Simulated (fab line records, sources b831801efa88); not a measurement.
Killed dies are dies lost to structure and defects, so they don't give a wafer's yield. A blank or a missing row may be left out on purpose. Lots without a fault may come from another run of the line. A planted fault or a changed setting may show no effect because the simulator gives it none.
fab line records | flow sky130
record lots=7 wafers=18 last_day=50
route steps=708 shown FIELD_ISO@4 PAD_OPEN@708
lots that met no fault: from a run of the same line without faults
start_h: hours from the record's first day to the start of the lot's first wafer shown | wait_h: hours since the lot's step before | " the same as in the row above | L1.1+2: a row that stands for several wafers | - no value, or no start given | * or withheld: withheld | < > ~ a bound
route shown NAME@n: a module of which the file shows steps, and the number in the route of the first | usual: mean/standard deviation of fault-free wafers | same: alike in all rows | chamber/n: place in a boat | sites: the reading at each site | _std_site: their standard deviation | _edge_site: outer sites' mean less inner sites' | radius_mm: how far each site lies from the wafer's centre | mask NAME#n: copy n | behind: the tool/chamber that last shaped the wafer | hold: why the lot was held/for how many hours/how that ended | device: the transistor (n, p or np) that didn't switch | end of line: the same wafers' tests at the end of the route | a step without rows: its recipe alone | killed: dies lost to structure and defects at the first sort, not the wafer's yield | map: a wafer's dies, x killed, . not, _ none there
set.NAME: the setting as run; set.NAME@STEP: as run at that earlier step | model.NAME: the simulator's own value behind a step, which no gauge read
lots at some steps of the route; a table a step, a row a wafer
services: from which hour (start_h, from the record's first day; less than 0 if before it) a tool's chamber was out of use, for how many hours, and why
## steps
# step SKY_FIELD_ISO_CVD_03
# recipe material=Si3N4 precursor=DCS/NH3 target_thk_nm=165 temp_c=770 time_s=2830 pressure_mtorr=250
# step SKY_FIELD_ISO_THK_MEAS_04
# recipe reads=Si3N4_of_FIELD_ISO_CVD_03
# usual FIELD_ISO_CVD_03_THK=164.7/1.8
# columns lot.wafer tool chamber start_h wait_h FIELD_ISO_CVD_03_THK[nm]
L772.2 film_metro-04 - 21.66 0.0 167.3
L772.3 " - " " 166.0
L772.6 " - " " 166.6
L776.3 film_metro-04 - 44.57 0.0 162.6
L776.4 " - " " 164.7
L776.5 " - " " 163.6
L782.1 film_metro-01 - 70.76 0.0 163.3
L782.4 " - " " 164.1
L783.1 film_metro-01 - 74.70 0.0 163.7
L783.6 " - " " 162.9
L785.1 film_metro-04 - 83.48 0.0 170.0
L785.2 " - " " 167.7
L791.1 film_metro-04 - 114.37 0.0 164.4
L791.3 " - " " 165.3
L791.4 " - " " 164.9
L792.1 film_metro-02 - 120.43 0.0 166.6
L792.3 " - " " 164.8
L792.5 " - " " 166.3
# step SKY_FIELD_ISO_DEHYDRATE_05
# recipe temp_c=200 time_s=60
# step SKY_FIELD_ISO_HMDS_06
# recipe prime_time_s=60 prime_temp_c=120
# step SKY_FIELD_ISO_COAT_07
# recipe resist=BARC temp_c=withheld time_s=withheld spin_rpm=3000 resist_thk_nm=60
# step SKY_FIELD_ISO_COAT_08
# recipe resist=KrF-thick spin_rpm=3000 resist_thk_nm=450
# step SKY_FIELD_ISO_SOFTBAKE_09
# recipe temp_c=100 time_s=90 resist=KrF-thick
# step SKY_FIELD_ISO_EXPOSE_10
# recipe mask_id=FOM na=0.68 source_shape=annular sigma_inner=0.4 sigma_outer=0.8 target_cd_nm=150 dose_mj=28
# step SKY_FIELD_ISO_PEB_11
# recipe peb_temp_c=withheld peb_time_s=withheld resist=KrF-thick
# step SKY_FIELD_ISO_DEVELOP_12
# recipe develop_time_s=60 resist=KrF-thick dev_temp_c=21
# step SKY_FIELD_ISO_CD_MEAS_13
# recipe target_cd_nm=150
# usual cd_nm=150.0/1.4
# columns lot.wafer tool chamber start_h wait_h cd_nm
L772.2 cd_sem-02 - 35.80 - 148.7
L772.3 " - " " 150.7
L772.6 " - " " 149.3
L776.3 cd_sem-02 - 59.56 - 152.7
L776.4 " - " " 152.4
L776.5 " - " " 151.3
L782.1 cd_sem-02 - 87.17 - 149.2
L782.4 " - " " 150.6
L783.1 cd_sem-02 - 91.83 - 150.5
L783.6 " - " " 149.8
L785.1 cd_sem-02 - 100.48 - 150.1
L785.2 " - " " 148.0
L791.1 cd_sem-02 - 132.73 - 151.9
L791.3 " - " " 151.2
L791.4 " - " " 150.8
L792.1 cd_sem-02 - 138.31 - 152.2
L792.3 " - " " 149.4
L792.5 " - " " 149.4
# step SKY_FIELD_ISO_ETCH_14
# recipe chemistry=N2/H2 target=BARC ion_energy_ev=200 source_w=500 bias_w=100 pressure_mtorr=30 n2_flow_sccm=100 h2_flow_sccm=200 stop_on=SiO2 time_s=45.9 target_depth_a=600
# usual bias_w=99.99/0.29 drypump_motor_current_A=5.7/0.4 n2_flow_sccm=100.0/0.31 oes_product_au=0.855/0.0046 throttle_valve_pct=13.226/0.0095
# same time_s=45.9
# columns lot.wafer tool chamber start_h wait_h bias_w drypump_motor_current_A n2_flow_sccm oes_product_au rf_hours_counter_h throttle_valve_pct
L772.2 rie_diel-02 1 35.90 0.1 100.65 5.3 99.1 0.854 77 13.241
L772.3 " 3 " " 100.58 5.2 99.8 0.858 15 13.221
L772.6 " 3 " " 100.47 5.2 100.2 0.861 - 13.237
L776.3 rie_diel-03 0 59.64 0.1 99.95 5.7 100.3 0.851 104 13.232
L776.4 " 1 " " 100.30 6.3 100.0 0.858 - 13.219
L776.5 " 0 " " 99.80 5.7 100.0 0.858 - 13.239
L782.1 rie_diel-03 2 87.29 0.1 100.08 6.1 99.9 0.853 0 13.239
L782.4 " 2 " " 100.17 6.0 99.9 0.857 - 13.214
L783.1 rie_diel-03 1 91.95 0.1 99.92 6.3 100.2 0.859 92 13.223
L783.6 " 2 " " 99.81 6.0 99.7 0.861 - 13.216
L785.1 rie_diel-03 1 100.60 0.1 100.09 6.3 100.3 0.848 93 13.232
L785.2 " 3 " " 99.60 5.9 99.9 0.857 1 13.235
L791.1 rie_diel-02 2 132.85 0.1 99.54 5.8 100.2 0.849 106 13.223
L791.3 " 3 " " 99.98 5.2 100.0 0.851 17 13.220
L791.4 " 1 " " 99.73 5.3 99.6 0.859 79 13.221
L792.1 rie_diel-04 0 138.43 0.1 99.68 5.5 100.1 0.862 107 13.215
L792.3 " 2 " " 99.69 6.3 100.6 0.857 152 13.207
L792.5 " 1 " " 100.29 5.3 99.5 0.851 - 13.222
# step SKY_FIELD_ISO_ETCH_15
# recipe chemistry=CHF3/O2 target_depth_nm=180 stop_on=Si source_w=600 bias_w=200 pressure_mtorr=40 chf3_flow_sccm=50 O2_flow_sccm=5 time_s=72
# usual bias_w=200.1/0.62 chf3_flow_sccm=49.98/0.15 drypump_motor_current_A=5.7/0.39 oes_product_au=0.945/0.0078 throttle_valve_pct=8.844/0.0092
# same time_s=72
# columns lot.wafer tool chamber start_h wait_h bias_w chf3_flow_sccm drypump_motor_current_A oes_product_au rf_hours_counter_h throttle_valve_pct model.KrF-thick_of_FIELD_ISO_COAT_08.thk_nm
L772.2 rie_diel-02 1 35.94 0.0 198.9 49.95 5.3 0.954 77 8.848 235.4
L772.3 " 3 " " 200.7 50.10 5.2 0.950 15 8.827 232.3
L772.6 " 3 " " 200.0 50.05 5.2 0.955 - 8.834 230.8
L776.3 rie_diel-03 0 59.68 0.0 199.3 49.78 5.7 0.935 104 8.840 239
L776.4 " 1 " " 199.4 49.90 6.3 0.944 - 8.856 234.3
L776.5 " 0 " " 199.4 49.97 5.7 0.945 - 8.839 237.2
L782.1 rie_diel-03 2 87.33 0.0 200.1 50.13 6.0 0.945 1 8.841 178
L782.4 " 2 " " 199.9 50.10 6.0 0.945 - 8.836 179.6
L783.1 rie_diel-03 1 91.99 0.0 200.2 50.04 6.3 0.941 92 8.839 168.2
L783.6 " 2 " " 200.2 49.84 6.0 0.933 - 8.841 237.6
L785.1 rie_diel-03 1 100.64 0.0 200.9 50.05 6.3 0.968 93 8.851 173.1
L785.2 " 3 " " 199.1 49.98 5.9 0.961 1 8.847 237.4
L791.1 rie_diel-02 2 132.89 0.0 200.1 50.10 5.8 0.940 106 8.849 242.3
L791.3 " 3 " " 199.7 49.94 5.1 0.937 17 8.851 236
L791.4 " 1 " " 200.0 50.03 5.3 0.951 79 8.842 240.3
L792.1 rie_diel-04 0 138.47 0.0 199.6 49.79 5.5 0.952 107 8.843 235.5
L792.3 " 2 " " 199.8 50.05 6.2 0.944 152 8.837 237.1
L792.5 " 1 " " 199.6 49.94 5.2 0.946 - 8.839 228.9
# step SKY_FIELD_ISO_STRIP_16
# recipe chemistry=O2/N2 power_w=1400 pressure_mtorr=1500 platen_temp_c=withheld o2_flow_sccm=3000 n2_flow_sccm=300 overash_fraction=0.5
# usual drypump_motor_current_A=5.77/0.24 n2_flow_sccm=300.0/0.87 oes_product_au=0.377/0.0049 strip_time_to_endpoint_s=3.54/0.045
# columns lot.wafer tool chamber start_h wait_h drypump_motor_current_A n2_flow_sccm oes_product_au rf_hours_counter_h strip_time_to_endpoint_s
L772.2 plasma_asher-01 0 36.00 0.0 5.97 299.7 0.377 36 3.55
L772.3 " 0 " " 5.94 299.4 0.372 - 3.50
L772.6 " 1 " " 5.32 300.3 0.377 - 3.47
L776.3 plasma_asher-02 1 59.77 0.1 5.68 298.9 0.381 - 3.58
L776.4 " 0 " " 5.64 300.1 0.373 - 3.53
L776.5 " 0 " " 5.63 298.3 0.380 - 3.55
L782.1 plasma_asher-03 1 87.39 0.0 5.77 299.7 0.348 36 2.90
L782.4 " 1 " " 5.75 299.0 0.350 - 2.94
L783.1 plasma_asher-02 0 92.04 0.0 5.64 300.5 0.349 42 2.81
L783.6 " 0 " " 5.65 300.8 0.368 - 3.58
L785.1 plasma_asher-01 1 100.69 0.0 5.35 299.3 0.349 43 2.86
L785.2 " 0 " " 5.97 300.6 0.374 43 3.55
L791.1 plasma_asher-03 1 132.94 0.0 5.79 299.6 0.387 41 3.60
L791.3 " 1 " " 5.78 299.6 0.380 - 3.53
L791.4 " 0 " " 6.15 298.7 0.381 - 3.59
L792.1 plasma_asher-03 1 138.53 0.0 5.76 300.7 0.386 42 3.54
L792.3 " 0 " " 6.12 300.1 0.368 - 3.55
L792.5 " 1 " " 5.75 300.3 0.373 - 3.48
# step SKY_FIELD_ISO_ETCH_17
# recipe target_depth_a=3420 mask_material=Si3N4 chemistry=HBr/Cl2/O2 target=Si taper_deg=5 icp_w=600 bias_w=150 pressure_mtorr=15 HBr_flow_sccm=150 Cl2_flow_sccm=40 O2_flow_sccm=6 time_s=97.7
# usual bias_w=150.0/0.44 drypump_motor_current_A=5.8/0.69 oes_product_au=0.998/0.017 throttle_valve_pct=25.657/0.014
# same time_s=97.7
# columns lot.wafer tool chamber start_h wait_h bias_w drypump_motor_current_A oes_product_au rf_hours_counter_h throttle_valve_pct
L772.2 rie_si-01 3 36.10 0.1 150.4 6.1 1.016 40 25.641
L772.3 " 0 " " 149.8 5.9 1.010 104 25.650
L772.6 " 1 " " 150.0 6.8 1.029 - 25.639
L776.3 rie_si-02 3 59.84 0.0 150.5 6.2 0.973 66 25.687
L776.4 " 0 " " 149.5 6.2 0.993 2 25.663
L776.5 " 2 " " 149.1 4.8 1.007 - 25.667
L782.1 rie_si-01 3 87.49 0.1 150.0 6.1 1.018 40 25.647
L782.4 " 2 " " 149.9 5.6 0.993 2 25.650
L783.1 rie_si-02 2 92.14 0.1 150.4 4.8 1.016 66 25.634
L783.6 " 0 " " 150.6 6.3 0.988 - 25.656
L785.1 rie_si-02 1 100.79 0.1 150.2 4.9 0.995 106 25.667
L785.2 " 0 " " 150.1 6.2 1.001 3 25.671
L791.1 rie_si-02 1 133.04 0.1 149.7 4.9 0.966 107 25.667
L791.3 " 3 " " 150.2 6.2 0.977 67 25.665
L791.4 " 3 " " 151.0 6.2 0.970 - 25.664
L792.1 rie_si-01 1 138.63 0.1 150.5 6.8 1.033 9 25.639
L792.3 " 2 " " 149.8 5.6 0.990 2 25.673
L792.5 " 0 " " 149.5 5.9 1.004 - 25.659
# step SKY_PAD_OPEN_PROBE_99
# usual killed_at_M0_to_M3=42/6.1 killed_at_M4_up=3.3/1.7 killed_at_contacts=25/5.4 killed_at_front_end=16/4.6 killed_at_other=0.4/0.55 killed_dies=87/8.8 killed_open=47/7.1 killed_short=40/5.8
# same gross_dies=492 killed_at_back_side=0
# columns lot.wafer tool chamber start_h wait_h killed_at_M0_to_M3 killed_at_M4_up killed_at_contacts killed_at_front_end killed_at_other killed_dies killed_open killed_short model.etest.sram_nfet_pass.off_log10_a_um model.etest.sram_nfet_pass.vt_v model.etest.sram_nfet_pass.vt_sat_v
L772.3 prober-02 - 1073.21 0.2 40 2 31 12 0 85 45 40 -12.99 0.6761 0.5792
L772.6 prober-02 - 1073.36 0.2 51 3 22 15 0 91 52 39 -12.56 0.662 0.5596
L776.3 prober-02 - 1112.28 0.2 39 6 23 13 0 81 41 40 -12.56 0.652 0.552
L776.4 prober-02 - 1112.33 0.2 37 2 22 20 0 81 49 32 -12.59 0.6586 0.559
L782.1 prober-02 - 1138.55 0.1 45 4 35 19 1 104 58 45 -13.08 0.6982 0.5979
L782.4 prober-02 - 1138.70 0.2 52 0 34 9 0 95 55 40 -12.83 0.6873 0.5881
L783.1 prober-02 - 1138.85 0.2 37 2 21 10 0 70 34 36 -13.06 0.6948 0.5987
L783.6 prober-02 - 1139.10 0.4 42 3 31 13 0 89 40 49 -12.68 0.6807 0.5799
L785.1 prober-02 - 1149.86 0.1 45 2 14 11 0 72 33 39 -12.88 0.6795 0.5783
L785.2 prober-02 - 1149.91 0.1 40 4 23 19 0 86 44 42 -12.84 0.6714 0.575
L791.1 prober-02 - 1186.87 0.1 41 6 31 23 0 101 50 50 -12.59 0.6792 0.5683
L791.3 prober-02 - 1186.97 0.2 36 4 24 20 0 84 47 37 -12.92 0.6933 0.5949
L791.4 prober-02 - 1187.02 0.2 41 3 29 23 0 96 53 43 -12.81 0.6858 0.5868
L792.1 prober-01 - 1188.45 0.1 45 4 28 19 0 96 53 43 -13.04 0.6924 0.594
L792.3 prober-01 - 1188.55 0.2 40 2 29 13 0 84 48 36 -12.56 0.6586 0.5554
L792.5 prober-01 - 1188.65 0.2 38 6 26 9 1 80 40 40 -12.78 0.6792 0.5784
# killed by level:class
L772.3 CONTACT:geometric_particle:open=13 VIA1:geometric_particle:open=11 LOCAL_INTERCONNECT:geometric_particle:short=7 LI_CONTACT:geometric_particle:open=6 METAL1:geometric_particle:short=6 VIA2:geometric_particle:open=5 VIA1:geometric_particle:short=5 CONTACT:geometric_particle:short=4
L772.6 VIA3:geometric_particle:open=11 CONTACT:geometric_particle:open=9 VIA2:geometric_particle:open=9 METAL2:geometric_particle:short=7 LI_CONTACT:geometric_particle:open=6 METAL1:geometric_particle:short=5 VIA1:geometric_particle:short=5 VIA1:geometric_particle:open=5
L776.3 VIA1:geometric_particle:open=10 VIA2:geometric_particle:open=9 CONTACT:geometric_particle:open=9 FIELD_ISO:geometric_particle:short=6 METAL4:geometric_particle:short=6 LI_CONTACT:geometric_particle:short=4 METAL2:geometric_particle:short=4 METAL3:geometric_particle:short=4
L776.4 VIA1:geometric_particle:open=12 POLY_GATE:geometric_particle:short=9 CONTACT:geometric_particle:open=8 VIA2:geometric_particle:open=8 LI_CONTACT:geometric_particle:open=6 LOCAL_INTERCONNECT:geometric_particle:short=6 VIA3:geometric_particle:open=6 POLY_GATE:geometric_particle:open=5
L782.1 VIA1:geometric_particle:open=13 CONTACT:geometric_particle:short=10 LI_CONTACT:geometric_particle:open=10 CONTACT:geometric_particle:open=9 VIA3:geometric_particle:open=6 FIELD_ISO:geometric_particle:open=5 POLY_GATE:geometric_particle:open=5 VIA2:geometric_particle:open=5
L782.4 CONTACT:geometric_particle:open=15 VIA1:geometric_particle:short=9 VIA2:geometric_particle:open=8 LI_CONTACT:geometric_particle:open=7 VIA1:geometric_particle:open=7 METAL1:geometric_particle:short=6 VIA3:geometric_particle:open=6 LOCAL_INTERCONNECT:geometric_particle:short=5
L783.1 METAL2:geometric_particle:short=8 CONTACT:geometric_particle:open=8 VIA1:geometric_particle:open=7 VIA3:geometric_particle:open=6 LI_CONTACT:geometric_particle:open=5 LOCAL_INTERCONNECT:geometric_particle:short=4 METAL3:geometric_particle:short=4 FIELD_ISO:geometric_particle:short=3
L783.6 VIA1:geometric_particle:open=13 CONTACT:geometric_particle:open=9 METAL2:geometric_particle:short=9 VIA1:geometric_particle:short=9 LI_CONTACT:geometric_particle:short=7 LI_CONTACT:geometric_particle:open=5 CONTACT:geometric_particle:short=5 POLY_GATE:geometric_particle:open=4
L785.1 METAL1:geometric_particle:short=8 METAL2:geometric_particle:short=8 CONTACT:geometric_particle:short=6 POLY_GATE:geometric_particle:open=5 CONTACT:geometric_particle:open=5 VIA2:geometric_particle:open=5 VIA1:geometric_particle:open=4 METAL2:geometric_particle:open=4
L785.2 CONTACT:geometric_particle:open=8 VIA2:geometric_particle:open=7 LOCAL_INTERCONNECT:geometric_particle:short=6 METAL2:geometric_particle:short=6 VIA1:geometric_particle:open=6 POLY_GATE:geometric_particle:open=5 METAL1:geometric_particle:short=5 FIELD_ISO:geometric_particle:open=4
L791.1 CONTACT:geometric_particle:open=12 VIA1:geometric_particle:open=10 METAL2:geometric_particle:short=8 FIELD_ISO:geometric_particle:short=7 FIELD_ISO:geometric_particle:open=7 VIA1:geometric_particle:short=6 LI_CONTACT:geometric_particle:short=5 LI_CONTACT:geometric_particle:open=5
L791.3 VIA1:geometric_particle:open=11 LI_CONTACT:geometric_particle:open=8 FIELD_ISO:geometric_particle:short=7 VIA2:geometric_particle:open=6 METAL2:geometric_particle:short=5 LI_CONTACT:geometric_particle:short=4 CONTACT:geometric_particle:short=4 CONTACT:geometric_particle:open=4
L791.4 LI_CONTACT:geometric_particle:open=11 VIA1:geometric_particle:open=11 CONTACT:geometric_particle:open=8 FIELD_ISO:geometric_particle:open=7 VIA3:geometric_particle:open=7 FIELD_ISO:geometric_particle:short=6 POLY_GATE:geometric_particle:open=5 POLY_GATE:geometric_particle:short=5
L792.1 CONTACT:geometric_particle:open=9 VIA3:geometric_particle:open=9 VIA1:geometric_particle:open=8 LOCAL_INTERCONNECT:geometric_particle:short=7 METAL1:geometric_particle:short=6 POLY_GATE:geometric_particle:open=6 VIA2:geometric_particle:open=6 LI_CONTACT:geometric_particle:open=5
L792.3 CONTACT:geometric_particle:open=13 VIA1:geometric_particle:open=11 LI_CONTACT:geometric_particle:open=6 VIA3:geometric_particle:open=6 CONTACT:geometric_particle:short=5 METAL1:geometric_particle:short=5 VIA2:geometric_particle:open=4 LOCAL_INTERCONNECT:geometric_particle:short=3
L792.5 VIA1:geometric_particle:open=9 CONTACT:geometric_particle:open=8 VIA1:geometric_particle:short=8 VIA2:geometric_particle:open=8 LI_CONTACT:geometric_particle:open=5 CONTACT:geometric_particle:short=5 METAL4:geometric_particle:short=5 LOCAL_INTERCONNECT:geometric_particle:short=4
## services
# columns tool chamber start_h hours kind
rie_si-02 3 23.48 3.5 repair
rie_diel-03 3 24.83 - clean
rie_diel-03 3 24.83 22.4 scheduled_down
rie_diel-03 3 24.83 22.4 vent_cycle
rie_diel-04 0 33.14 6.1 repair
rie_si-02 3 33.90 2.3 repair
plasma_asher-02 - 35.25 2.4 repair
rie_diel-03 2 47.21 - clean
rie_diel-03 2 47.21 21.3 scheduled_down
rie_diel-03 2 47.21 21.3 vent_cycle
rie_diel-02 - 48.65 0.7 repair
rie_diel-02 1 55.82 4.3 repair
rie_diel-02 3 67.12 10.3 repair
rie_si-02 3 78.82 1.3 repair
rie_diel-03 3 84.07 6.1 repair
rie_diel-03 3 103.47 8.8 repair
rie_diel-03 1 107.15 9.5 repair
plasma_asher-02 - 107.52 0.8 repair
plasma_asher-02 - 108.40 1.6 repair
rie_diel-02 2 108.70 4.8 repair
plasma_asher-01 - 108.82 9.0 pm
rie_diel-02 3 109.06 7.0 repair
rie_diel-04 0 126.19 1.9 repair
rie_si-02 0 130.95 7.3 repair
## key
first_sign step=SKY_FIELD_ISO_STRIP_16 reading=strip_time_to_endpoint_s direction=down sigmas=15 usual=* struck=*
effect step=SKY_FIELD_ISO_STRIP_16 reading=oes_product_au direction=down sigmas=5.8 usual=0.377 struck=0.349
model_effect step=SKY_FIELD_ISO_ETCH_15 value=KrF-thick_of_FIELD_ISO_COAT_08.thk_nm without=237 struck=174.7
model_effect step=SKY_PAD_OPEN_PROBE_99 value=etest.sram_nfet_pass.off_log10_a_um without=-12.59 struck=-12.96
met_at SKY_FIELD_ISO_ETCH_15
struck_wafers L782.1,L782.4,L783.1,L785.1
tester_left_out L782,L783,L785
onset_between 59.68 87.33
fault kind=process_parameter_drift tool=rie_diel-03 chamber=- onset_h=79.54 steps=SKY_FIELD_ISO_ETCH_15 channel=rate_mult offset=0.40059 shape=step end_h=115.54 scope=struck_wafers_only
# tester_left_out: of these lots the tester's yield and bins aren't shown, on N5 and GAA mostly nor the transistor test; their killed dies are dies lost to structure and defects alone, not to doping, threshold or leakage, so they don't give the yield
